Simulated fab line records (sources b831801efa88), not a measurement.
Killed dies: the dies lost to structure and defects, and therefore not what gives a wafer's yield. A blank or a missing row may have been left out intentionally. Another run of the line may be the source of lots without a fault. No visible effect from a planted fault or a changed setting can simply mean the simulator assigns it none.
Chamber matching + flow gf180mcu + 4 sister chambers for GF_V5_CMP_26 on cmp-01
The step polishes, stops on SiO2, t overpolish 15 s, target thk 0 nm. 4 wafers are shown with their chamber, then 8 later ones without.

EACH WAFER AND ITS CHAMBER
| wafer  | chamber | motor-current-A (A) |
|--------|---------|---------------------|
| L364.1 | 1       | 12.9                |
| L364.3 | 3       | 10.4                |
| L364.4 | 0       | 10.9                |
| L365.4 | 2       | 9.9                 |

WAFERS WITHOUT THEIR CHAMBER
| wafer  | motor-current-A (A) |
|--------|---------------------|
| L365.5 | 10.7                |
| L365.6 | 10.6                |
| L368.1 | 10.4                |
| L368.3 | 9.3                 |
| L368.5 | 10.0                |
| L369.2 | 10.4                |
| L369.3 | 11.0                |
| L369.6 | 9.8                 |

WHICH CHAMBER EACH ONE RAN IN
| wafer  | from the rows above     | in truth                   |
|--------|-------------------------|----------------------------|
| L365.5 | can't be placed: 0 or 3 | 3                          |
| L365.6 | can't be placed: 3 or 0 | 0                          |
| L368.1 | 3                       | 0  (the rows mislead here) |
| L368.3 | 2                       | 2                          |
| L368.5 | can't be placed: 2 or 3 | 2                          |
| L369.2 | 3                       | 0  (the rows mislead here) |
| L369.3 | 0                       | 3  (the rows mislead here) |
| L369.6 | 2                       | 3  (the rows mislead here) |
Correctly placed: 1 of 8. From these rows, 3 cannot be placed; in 3 the true chamber is one of the candidates. 4 placed wrongly.
How it was worked out, from the rows above alone: a wafer's distance from a chamber is the root of the sum, over the readings, of the square of ((its reading less the chamber's mean) divided by the reading's scatter). The wafer belongs to the nearest chamber; if the next one is less than 2 further off, it can't be placed. A chamber's mean is the mean of its shown wafers. The scatter: root of mean squared gap, hidden wafer to nearest shown wafer, with one shown wafer a chamber.
